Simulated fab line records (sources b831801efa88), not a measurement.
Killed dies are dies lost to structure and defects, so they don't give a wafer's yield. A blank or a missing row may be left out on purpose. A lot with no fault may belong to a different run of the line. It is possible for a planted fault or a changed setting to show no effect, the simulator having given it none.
2 desks looking at one fault ; flow sky130 ; each desk has only its own numbers; what lay behind them comes last

DESK OF THE TOOL OWNER: cvd w-01
The tool's own readings at SKY_VIA2_CVD_21 (deposits W, target thk 420 nm, time 126.4 s): means of the sampled wafers that have a number, for each lot that ran on this tool. A lot is out of limits, marked OUT, if its mean lies more than 4 standard deviations from the usual mean; the brackets give that distance.
Columns: A = chamber pressure Torr at SKY_VIA2_CVD_21, usual 40.01 Torr; B = heater power w at SKY_VIA2_CVD_21, usual 869 W
lot;first seen here;A;B
L108;day 36 18:14;40.03;886
L111;day 37 07:31;40.16;904
L110;day 37 07:47;40.06;880
L116;day 38 21:31;40.10;884
L120;day 40 03:17;39.86;894
L123;day 41 00:25;51.71 (+99 or more) OUT;894
Finding of this desk: L123 out of limits; the first was L123 at day 41 00:25, on chamber pressure Torr at SKY_VIA2_CVD_21. L108, L111, L110, L116, L120 stayed within limits.

METROLOGY DESK
What the gauges read, lot by lot, whatever tool the lot ran on: means of the sampled wafers that have a number. A lot is out of limits, marked OUT, if its mean lies more than 4 standard deviations from the usual mean; the brackets give that distance.
Columns: A = VIA2_BOW at SKY_VIA2_BOW_MEAS_03, usual 85 um; B = VIA2_W_RS at SKY_VIA2_RS_MEAS_22, usual 0.272 ohm/sq; C = VIA2_W_THK at SKY_VIA2_THK_MEAS_23, usual 439 nm
lot;first seen here;A;B;C
L108;day 35 16:02;84;0.273;441
L111;day 36 04:45;84;0.271;439
L110;day 36 05:34;79;0.270;436
L112;day 36 12:10;84;0.270;443
L115;day 37 10:37;76;0.274;432
L116;day 37 19:44;81;0.271;444
L118;day 38 10:19;85;0.271;437
L120;day 39 01:58;86;0.274;432
L123;day 39 22:24;87;0.239 (-10) OUT;494 (+7.7) OUT
L131;day 41 21:12;81;0.266;455
This desk's result: L123 out of limits, first on L123 (VIA2_W_RS at SKY_VIA2_RS_MEAS_22), day 41 00:33. L108, L111, L110, L112, L115, L116, L118, L120, L131 stayed within limits.

PUT TOGETHER
The tool owner's desk could have raised an alarm at day 41 00:25, on L123.
L123 would have let the metrology desk raise an alarm at day 41 00:33.
All the named lots went through SKY_VIA2_CVD_21 on cvd w-01.

WHAT THE SIMULATOR HAD PUT IN
cvd w-01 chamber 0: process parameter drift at SKY_VIA2_CVD_21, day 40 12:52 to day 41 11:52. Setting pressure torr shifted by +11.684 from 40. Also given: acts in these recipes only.
Struck lots among those shown: L123.
Fault start to first reading out of limits, in hours, per desk: tool owner, 12; metrology, 12.
